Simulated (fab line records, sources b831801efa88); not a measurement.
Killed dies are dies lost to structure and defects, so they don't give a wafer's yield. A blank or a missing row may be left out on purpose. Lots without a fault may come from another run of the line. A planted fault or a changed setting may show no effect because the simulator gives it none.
Which tool did it? | flow gf180mcu | 12 lots, 36 wafers sampled, at 4 steps of a route of 602

WHAT THE GAUGES READ, wafer by wafer
GF_POLY_GATE_THK_MEAS_17. Usual: POLY_GATE_OXIDATION_THK 3.99 nm, standard deviation 0.087.
lot  | measured     | on            | POLY_GATE_OXIDATION_THK (nm) | flag
L735 | day 9 14:19  | film_metro-04 | 3.91 4.00 4.10               |
L736 | day 9 22:05  | film_metro-02 | 4.07 4.12 4.07               |
L737 | day 10 07:53 | film_metro-02 | 3.99 4.06 4.02               |
L745 | day 12 17:00 | film_metro-04 | 4.06 4.02 3.96               |
L746 | day 12 22:54 | film_metro-04 | 4.03 3.99 4.04               |
L749 | day 13 22:40 | film_metro-01 | 4.03 3.96 4.02               |
L750 | day 14 01:53 | film_metro-04 | 3.90 3.99 3.90               |
L751 | day 14 08:46 | film_metro-04 | 3.97 3.98 4.04               |
L752 | day 14 13:04 | film_metro-01 | 3.87 3.86 3.86               |
L753 | day 14 23:46 | film_metro-02 | 3.94 3.86 4.03               |
L756 | day 15 19:49 | film_metro-01 | 3.96 3.96 3.91               |
L757 | day 16 04:08 | film_metro-02 | 3.86 3.89 3.91               |

GF_HV_LDD_OVL_MEAS_20. Usual: HV_LDD_01_OVL 0.2 nm, standard deviation 1.4.
lot  | measured     | on         | HV_LDD_01_OVL (nm) | flag
L735 | day 11 01:40 | overlay-01 | 0.4 0.2 2.5        |
L736 | day 11 10:20 | overlay-01 | 1.8 2.4 2.0        |
L737 | day 11 20:25 | overlay-02 | -0.9 0.8 1.6       |
L745 | day 14 08:58 | overlay-01 | -99.0 -98.7 -99.6  | OFF
L746 | day 14 15:10 | overlay-02 | -99.3 -99.2 -100.6 | OFF
L749 | day 15 17:22 | overlay-01 | 1.1 1.8 1.5        |
L750 | day 15 20:33 | overlay-02 | 1.0 0.9 0.5        |
L751 | day 16 03:50 | overlay-02 | 0.6 0.6 -1.3       |
L752 | day 16 09:20 | overlay-02 | -0.8 -0.6 -0.8     |
L753 | day 16 19:47 | overlay-02 | -0.3 0.0 0.2       |
L756 | day 17 16:04 | overlay-02 | -2.4 -3.3 -2.9     |
L757 | day 18 02:23 | overlay-01 | 2.2 0.3 1.4        |

WHICH TOOL RAN EACH LOT (tool, then ch and the chambers of the sampled wafers, then the start)
lot  | GF_HV_LDD_STRIP_10                   | GF_HV_LDD_EXPOSE_16
L735 | plasma_asher-01 ch 0,1, day 10 07:46 | iline_stepper-02 ch 0, day 10 16:36
L736 | plasma_asher-02 ch 1, day 10 15:49   | iline_stepper-01 ch 0, day 11 01:11
L737 | plasma_asher-02 ch 0,1, day 11 02:10 | iline_stepper-01 ch 0, day 11 11:16
L745 | plasma_asher-01 ch 0,1, day 13 12:50 | iline_stepper-01 ch 0, day 13 22:47
L746 | plasma_asher-03 ch 0,1, day 13 19:02 | iline_stepper-01 ch 0, day 14 04:55
L749 | plasma_asher-02 ch 0,1, day 14 19:28 | iline_stepper-02 ch 0, day 15 06:40
L750 | plasma_asher-02 ch 0,1, day 14 23:18 | iline_stepper-02 ch 0, day 15 10:16
L751 | plasma_asher-01 ch 0,1, day 15 06:15 | iline_stepper-02 ch 0, day 15 17:28
L752 | plasma_asher-03 ch 0,1, day 15 11:07 | iline_stepper-02 ch 0, day 15 22:18
L753 | plasma_asher-03 ch 0,1, day 15 22:01 | iline_stepper-02 ch 0, day 16 09:21
L756 | plasma_asher-02 ch 0,1, day 16 17:40 | iline_stepper-02 ch 0, day 17 04:58
L757 | plasma_asher-01 ch 0,1, day 17 03:21 | iline_stepper-02 ch 0, day 17 14:53
- GF_HV_LDD_STRIP_10: strips in O2/N2.
- GF_HV_LDD_EXPOSE_16: exposes mask Pplus LV AREA, target cd 400 nm.

WHAT THE TOOLS THEMSELVES READ (means of the sampled wafers that have a number; where no wafer has one, the mark that the record gives instead)
GF_HV_LDD_STRIP_10. Usual: drypump_motor_current_A 5.8 A, standard deviation 0.36; heater_power_w 328 W, standard deviation 31; o2_flow_sccm 2998 sccm, standard deviation 8.6; oes_product_au 0.716 a.u., standard deviation 0.0048; strip_time_to_endpoint_s 12.60 s, standard deviation 0.034.
lot  | tool            | drypump_motor_current_A (A) | heater_power_w (W) | o2_flow_sccm (sccm) | oes_product_au (a.u.) | strip_time_to_endpoint_s (s) | flag
L735 | plasma_asher-01 | 5.5                         | 333                | 3011                | 0.712                 | 12.63                        |
L736 | plasma_asher-02 | 5.4                         | 387                | 2999                | 0.717                 | 12.54                        |
L737 | plasma_asher-02 | 5.6                         | 360                | 2995                | 0.718                 | 12.61                        |
L745 | plasma_asher-01 | 5.5                         | 334                | 2995                | 0.716                 | 12.59                        |
L746 | plasma_asher-03 | 6.1                         | 306                | 2992                | 0.717                 | 12.60                        |
L749 | plasma_asher-02 | 5.6                         | 361                | 2999                | 0.715                 | 12.57                        |
L750 | plasma_asher-02 | 5.6                         | 358                | 2991                | 0.717                 | 12.57                        |
L751 | plasma_asher-01 | 5.4                         | 340                | 3002                | 0.717                 | 12.62                        |
L752 | plasma_asher-03 | 6.1                         | 307                | 2990                | 0.721                 | 12.57                        |
L753 | plasma_asher-03 | 5.9                         | 310                | 2994                | 0.715                 | 12.61                        |
L756 | plasma_asher-02 | 5.6                         | 354                | 2992                | 0.709                 | 12.58                        |
L757 | plasma_asher-01 | 5.7                         | 339                | 3003                | 0.715                 | 12.59                        |

THE ANSWER, worked out from the rows above alone
Rule: a lot is off if the mean of its wafers that have a number lies more than 3 standard deviations from the usual mean. A lot without any number at a reading at which 4 lots or more have one is off too. The other lots that the step has rows for count as sound. The gauges are gone through in route order, then the tools' own readings, and for those a lot's mean is taken as printed above. The first step at which some lot is off is used, and at that step the reading that is off furthest; a lot without a number counts as furthest.
Off: L745, L746, at GF_HV_LDD_OVL_MEAS_20 (HV_LDD_01_OVL).
A tool fits if, at a process step before that reading, it ran every lot that is off, and no sound lot after the first of them. The gauges at GF_HV_LDD_OVL_MEAS_20 are tried like those tools. One fits: iline_stepper-01 at GF_HV_LDD_EXPOSE_16. Its last sound lot is L737 (day 11 11:16), its first lot that is off L745 (day 13 22:47): a fault that began between those two fits.

WHAT THE SIMULATOR HAD PUT IN
Scanner matching overlay: iline_stepper-01, from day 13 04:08 on, at GF_HV_LDD_EXPOSE_16. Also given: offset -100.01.
Lots struck among those shown: L745, L746. The rule above found the same.
